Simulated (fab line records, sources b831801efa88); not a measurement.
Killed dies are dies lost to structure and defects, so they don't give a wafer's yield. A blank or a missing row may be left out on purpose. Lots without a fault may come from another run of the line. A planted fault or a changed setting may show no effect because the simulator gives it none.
One fault seen from 2 desks | flow gf180mcu | each desk has only its own numbers; what lay behind them comes last

THE METROLOGY DESK
What the gauges read, lot by lot, whatever tool the lot ran on: means of the sampled wafers that have a number. A lot is out of limits, marked OUT, if its mean lies more than 4 standard deviations from the usual mean; the brackets give that distance.
Columns: A = TOP_METAL_OVL at GF_TOP_METAL_OVL_MEAS_15, usual 1.7 nm
lot  | first seen here | A
L680 | day 27 23:26    | 1.0
L681 | day 28 00:06    | 1.6
L682 | day 28 23:36    | 1.4
L685 | day 30 02:35    | 2.4
L689 | day 30 23:00    | 1.9
L690 | day 31 05:32    | 0.7
L691 | day 31 14:00    | 1.4
L692 | day 31 19:17    | 1.8
L695 | day 32 18:07    | 2.1
L699 | day 33 14:41    | 0.8
L701 | day 34 04:33    | 1.3
L702 | day 34 10:26    | 1.9
L703 | day 34 10:55    | 4.4
This desk's finding: nothing out of limits on any of the 13 lots.

THE TOOL OWNER'S DESK: cmp-02
The tool's own readings at GF_V1_CMP_04 (polishes SiO2): means of the sampled wafers that have a number, for each lot that ran on this tool. A lot is out of limits, marked OUT, if its mean lies more than 4 standard deviations from the usual mean; the brackets give that distance.
Columns: A = motor_current_A at GF_V1_CMP_04, usual 12.2 A; B = time_to_endpoint_s at GF_V1_CMP_04, usual 79 s
lot  | first seen here | A    | B
L689 | day 20 07:44    | 13.6 | 86
L690 | day 20 22:27    | 13.0 | 77
L699 | day 24 03:09    | 13.2 | 75
L701 | day 24 18:46    | 13.8 | 74
L702 | day 25 20:15    | 13.1 | 81
L703 | day 25 21:07    | 13.1 | 82
This desk's finding: nothing out of limits on any of the 6 lots.

PUT TOGETHER
The metrology desk saw nothing out of limits.
The tool owner's desk saw nothing out of limits.

WHAT THE SIMULATOR HAD PUT IN
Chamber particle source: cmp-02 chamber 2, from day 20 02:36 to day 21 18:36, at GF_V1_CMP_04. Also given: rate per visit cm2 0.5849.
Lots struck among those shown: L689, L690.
